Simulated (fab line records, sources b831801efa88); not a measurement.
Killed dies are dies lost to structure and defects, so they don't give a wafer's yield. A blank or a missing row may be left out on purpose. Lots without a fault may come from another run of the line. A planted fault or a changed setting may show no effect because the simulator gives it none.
Which tool did it? | flow gf180mcu | 7 lots, 21 wafers sampled, at 2 steps of a route of 602

WHAT THE GAUGES READ, wafer by wafer
GF_HV_LDD_CD_MEAS_31: target cd 400 nm.
lot  | measured     | on        | cd_nm (nm)
L293 | day 12 00:12 | cd_sem-02 | 398.9 397.5 398.9
L295 | day 12 19:20 | cd_sem-02 | - - -
L297 | day 13 20:12 | cd_sem-02 | - - -
L305 | day 15 17:03 | cd_sem-02 | 399.5 402.4 402.7
L307 | day 16 13:25 | cd_sem-01 | 401.5 400.6 400.7
L309 | day 17 04:45 | cd_sem-01 | 401.6 399.8 401.0
L311 | day 18 01:43 | cd_sem-02 | 396.4 396.5 398.2

WHICH TOOL RAN EACH LOT (tool, then ch and the chambers of the sampled wafers, then the start)
lot  | GF_HV_LDD_COAT_26
L293 | litho_track-03 ch 0, day 11 14:19
L295 | litho_track-01, day 12 08:54
L297 | litho_track-03, day 13 09:49
L305 | litho_track-03 ch 0, day 15 06:40
L307 | litho_track-03 ch 0, day 16 02:14
L309 | litho_track-01 ch 0, day 16 17:00
L311 | litho_track-02 ch 0, day 17 13:47
- GF_HV_LDD_COAT_26: resist thk 1000 nm.

THE ANSWER, worked out from the rows above alone
Rule: what is usual is taken from the lots themselves. Put in order of their means at a reading, lots are off if they are a third of the lots or fewer, leave a main group of 4 or more, and stand apart from it by a gap of 3 or more times the standard deviation of the main group's means; of several such gaps the widest counts. A main group whose means are all the same, to the digits that the tables above print for the reading, isn't used. A lot without any number at a reading at which 4 lots or more have one is off too. The other lots that the step has rows for count as sound.
Off: L295, L297, at GF_HV_LDD_CD_MEAS_31 (cd_nm). Without a number there: L295, L297. The main group: mean 399.7 nm, standard deviation 1.7.
A tool fits if, at a process step before that reading, it ran every lot that is off, and no sound lot after the first of them. The gauges at GF_HV_LDD_CD_MEAS_31 are tried like those tools. None of those tried fits.

WHAT THE SIMULATOR HAD PUT IN
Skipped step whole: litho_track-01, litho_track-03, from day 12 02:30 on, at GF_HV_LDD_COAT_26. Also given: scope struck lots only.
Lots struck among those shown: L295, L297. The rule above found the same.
